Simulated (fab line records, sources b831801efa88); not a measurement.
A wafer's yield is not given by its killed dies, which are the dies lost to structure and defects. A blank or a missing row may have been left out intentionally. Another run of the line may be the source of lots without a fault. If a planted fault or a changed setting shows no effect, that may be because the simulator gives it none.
The same fault as seen by 2 desks ; flow sky130 ; each desk has only its own numbers; what lay behind them comes last

## THE TOOL OWNER'S DESK: implanter-03
The tool's own readings at SKY_LDD_N_IMPLANT_08, given as means over the sampled wafers that have a number, one for each lot that went through this tool. The brackets show how far a lot's mean lies from the usual mean; more than 4 standard deviations puts the lot out of limits, marked OUT.
Columns: A = beamOnS at SKY_LDD_N_IMPLANT_08, usual 10.3 s; B = endStationPressureTorr at SKY_LDD_N_IMPLANT_08, usual 5.31e-06 Torr; C = faradayCurrentUA at SKY_LDD_N_IMPLANT_08, usual 410
lot;first seen here;A;B;C
L916;day 21 01:34;10.9;5.48e-06;388
L922;day 21 21:46;12.3 (+4.8) OUT;7.67e-05 (+99 or more) OUT;337 (-4.3) OUT
L923;day 22 00:47;12.1 (+4.4) OUT;7.44e-05 (+99 or more) OUT;342
L924;day 22 08:29;12.4 (+5.1) OUT;7.79e-05 (+99 or more) OUT;335 (-4.4) OUT
L932;day 25 14:00;10.6;5.59e-06;399
Finding of this desk: L922, L923, L924 out of limits; the first was L922 at day 21 21:46, on beamOnS at SKY_LDD_N_IMPLANT_08. In limits: L916, L932.

## AT THE METROLOGY DESK
What the gauges read, lot by lot, whatever tool the lot ran on: means of the sampled wafers that have a number. The brackets show how far a lot's mean lies from the usual mean; more than 4 standard deviations puts the lot out of limits, marked OUT.
Columns: A = NWELL_01_OVL at SKY_NWELL_OVL_MEAS_23, usual -0.8 nm; B = GATE_OXIDE_OVL at SKY_GATE_OXIDE_OVL_MEAS_10, usual 0.6 nm; C = SD_N_OVL at SKY_SD_N_OVL_MEAS_08, usual 1.0 nm
lot;first seen here;A;B;C
L911;day 6 01:14;-1.9;0.5;0.9
L914;day 6 02:13;-1.9;1.9;3.7
L915;day 6 12:52;-0.7;1.5;2.3
L916;day 6 18:10;-0.7;1.8;4.2
L919;day 7 09:28;-0.8;1.2;-0.5
L921;day 7 17:52;-1.4;2.0;1.7
L922;day 8 02:46;1.0;1.3;-1.3
L923;day 8 08:10;0.3;0.3;-0.0
L924;day 8 14:01;-0.1;0.8;1.1
L925;day 8 20:19;-0.9;-0.4;0.8
L930;day 10 02:55;0.7;-1.2;2.5
L932;day 10 17:37;-2.3;1.5;2.8
L933;day 11 03:03;-3.3;-1.1;2.4
L934;day 11 10:25;-0.3;0.1;1.8
Result from this desk: across the 14 lots, nothing is out of limits.

## ALL TOGETHER
The tool owner's desk could have raised an alarm at day 21 21:46, on L922, L923, L924.
Metrology desk: nothing out of limits seen.
The metrology desk holds a record of L922, L923, L924, inside its limits.
On implanter-03, each named lot ran SKY_LDD_N_IMPLANT_08.

## WHAT THE SIMULATOR HAD PUT IN
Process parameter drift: implanter-03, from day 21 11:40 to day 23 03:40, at SKY_LDD_N_IMPLANT_08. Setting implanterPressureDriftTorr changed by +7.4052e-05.
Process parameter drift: implanter-03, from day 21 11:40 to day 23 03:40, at SKY_LDD_N_IMPLANT_08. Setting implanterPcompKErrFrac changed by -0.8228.
Shown lots that were struck: L922, L923, L924.
Each desk's first reading out of limits, in hours after the fault started: the tool owner's desk, 10.
